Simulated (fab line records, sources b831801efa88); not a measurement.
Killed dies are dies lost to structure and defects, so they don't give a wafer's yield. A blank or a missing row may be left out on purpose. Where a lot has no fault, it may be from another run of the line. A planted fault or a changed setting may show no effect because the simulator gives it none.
Matching of chambers -- flow sky130 -- SKY_FIELD_ISO_ETCH_14 on rieDiel-02: 4 sister chambers
The step etches BARC in N2/H2, stops on SiO2, time 45.9 s, target depth 60 nm. 8 wafers are shown with their chamber, then 7 later ones without.

EACH WAFER AND ITS CHAMBER
wafer,chamber,runLengthS (s),throttleValvePct (%)
L591.2,2,74.5,13.223
L591.6,1,73.9,13.225
L592.1,3,73.6,13.224
L592.2,1,74.3,13.216
L595.1,3,73.4,13.222
L595.2,2,74.8,13.231
L595.3,0,73.9,13.225
L598.1,0,73.7,13.238

WAFERS WITHOUT THEIR CHAMBER
wafer,runLengthS (s),throttleValvePct (%)
L598.5,74.0,13.219
L598.6,73.8,13.229
L600.2,74.3,13.233
L600.5,73.8,13.227
L600.6,73.9,13.221
L606.2,73.8,13.211
L606.4,73.6,13.238

WHICH CHAMBER EACH ONE RAN IN
wafer,from the rows above,in truth
L598.5,can't be placed: 1 or 0 or 3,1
L598.6,can't be placed: 0 or 3 or 1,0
L600.2,can't be placed: 2 or 1 or 0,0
L600.5,can't be placed: 0 or 3 or 1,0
L600.6,can't be placed: 1 or 0 or 3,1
L606.2,can't be placed: 1 or 3 or 0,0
L606.4,can't be placed: 0 or 3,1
0 of 7 placed correctly. Unplaceable from these rows: 7, with the true chamber sitting among the candidates in 6. Number placed wrongly: 0.
How it was worked out, from the rows above alone: a wafer's distance from a chamber is the root of the sum, over the readings, of the square of ((its reading less the chamber's mean) divided by the reading's scatter). If the next closest chamber is less than 2 further off than the closest, the wafer can't be placed; otherwise it belongs to the closest. For every chamber, the mean is computed from those of its wafers that are shown. How the scatter is found: for the shown wafers, subtract from each reading the mean of its chamber, square and add these, divide the total by (wafers less chambers), then take the root.
